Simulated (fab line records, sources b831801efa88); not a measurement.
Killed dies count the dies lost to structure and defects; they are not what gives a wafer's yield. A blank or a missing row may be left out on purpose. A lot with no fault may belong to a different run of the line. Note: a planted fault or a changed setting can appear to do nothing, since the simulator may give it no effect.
Matching of chambers | flow gf180mcu | cmp-02 running GF_V1_CMP_26: 4 sister chambers
The step polishes, stops on SiO2, t overpolish 15 s, target thk 0 nm. 20 wafers are shown with their chamber, then 10 later ones without.

== WAFERS PAIRED WITH THEIR CHAMBERS ==
wafer  | chamber | motorCurrentA (A) | edgeZonePressureFrac | overpolishRunS (s)
L075.3 | 1       | 10.7              | 1.004                | 15.014
L075.4 | 0       | 11.5              | 1.003                | 15.003
L075.6 | 0       | 10.7              | 1.006                | 14.995
L076.1 | 0       | 10.5              | 1.002                | 14.989
L076.3 | 1       | 10.4              | 1.003                | 15.015
L076.6 | 2       | 11.5              | 1.003                | 15.010
L081.2 | 3       | 13.0              | 1.002                | 14.998
L081.3 | 2       | 12.0              | 0.995                | 14.998
L081.4 | 1       | 9.8               | 0.998                | 14.997
L083.2 | 2       | 11.8              | 1.006                | 15.010
L083.3 | 1       | 10.2              | 0.996                | 15.018
L083.5 | 0       | 10.7              | 1.008                | 14.989
L085.3 | 2       | 11.9              | 0.990                | 14.991
L085.4 | 0       | 10.6              | 1.005                | 14.994
L085.6 | 3       | 13.2              | 0.998                | 15.018
L089.1 | 2       | 11.8              | 0.995                | 14.999
L089.2 | 0       | 11.6              | 1.005                | 15.011
L089.4 | 3       | 13.8              | 1.002                | 15.017
L092.3 | 0       | 10.5              | 1.002                | 14.994
L092.5 | 2       | 12.1              | 0.990                | 15.015

SIGNATURES (averages over the wafers above)
reading              | chamber 0 | chamber 1 | chamber 2 | chamber 3 | scatter within a chamber
motorCurrentA        | 10.871    | 10.275    | 11.850    | 13.333    | 0.381
edgeZonePressureFrac | 1.00443   | 1.00025   | 0.99650   | 1.00067   | 0.00438
overpolishRunS       | 14.99643  | 15.01100  | 15.00383  | 15.01100  | 0.00911
Rule: distance of a wafer from a chamber = root of the sum over the readings of ((wafer's reading minus chamber's mean) / reading's scatter) squared. If the next closest chamber is less than 2 further off than the closest, the wafer can't be placed; otherwise it belongs to the closest. The scatter is the square root of a quotient: the sum, over the shown wafers, of each reading's squared deviation from its chamber's mean, divided by wafers minus chambers.

== WAFERS WITH NO CHAMBER GIVEN ==
wafer  | motorCurrentA (A) | edgeZonePressureFrac | overpolishRunS (s)
L092.6 | 13.5              | 0.995                | 15.004
L094.1 | 11.1              | 1.004                | 14.997
L094.3 | 12.2              | 0.999                | 15.021
L094.4 | 13.2              | 1.002                | 14.988
L096.1 | 12.8              | 0.994                | 15.022
L096.2 | 10.3              | 1.007                | 14.984
L096.4 | 11.1              | 0.993                | 14.987
L097.3 | 10.9              | 1.004                | 14.984
L097.5 | 10.5              | 1.002                | 14.996
L097.6 | 11.4              | 1.005                | 14.992

== WHICH CHAMBER EACH ONE RAN IN ==
wafer  | from the rows above          | in truth
L092.6 | 3                            | 3
L094.1 | 0                            | 0
L094.3 | can't be placed: 2 or 3      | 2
L094.4 | can't be placed: 3 or 2      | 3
L096.1 | can't be placed: 3 or 2      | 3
L096.2 | can't be placed: 0 or 1      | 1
L096.4 | can't be placed: 2 or 0 or 1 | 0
L097.3 | 0                            | 0
L097.5 | can't be placed: 0 or 1      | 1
L097.6 | can't be placed: 0 or 2      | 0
Placed correctly: 3 of 10. From these rows, 7 cannot be placed; in 7 the true chamber is one of the candidates. 0 placed wrongly.
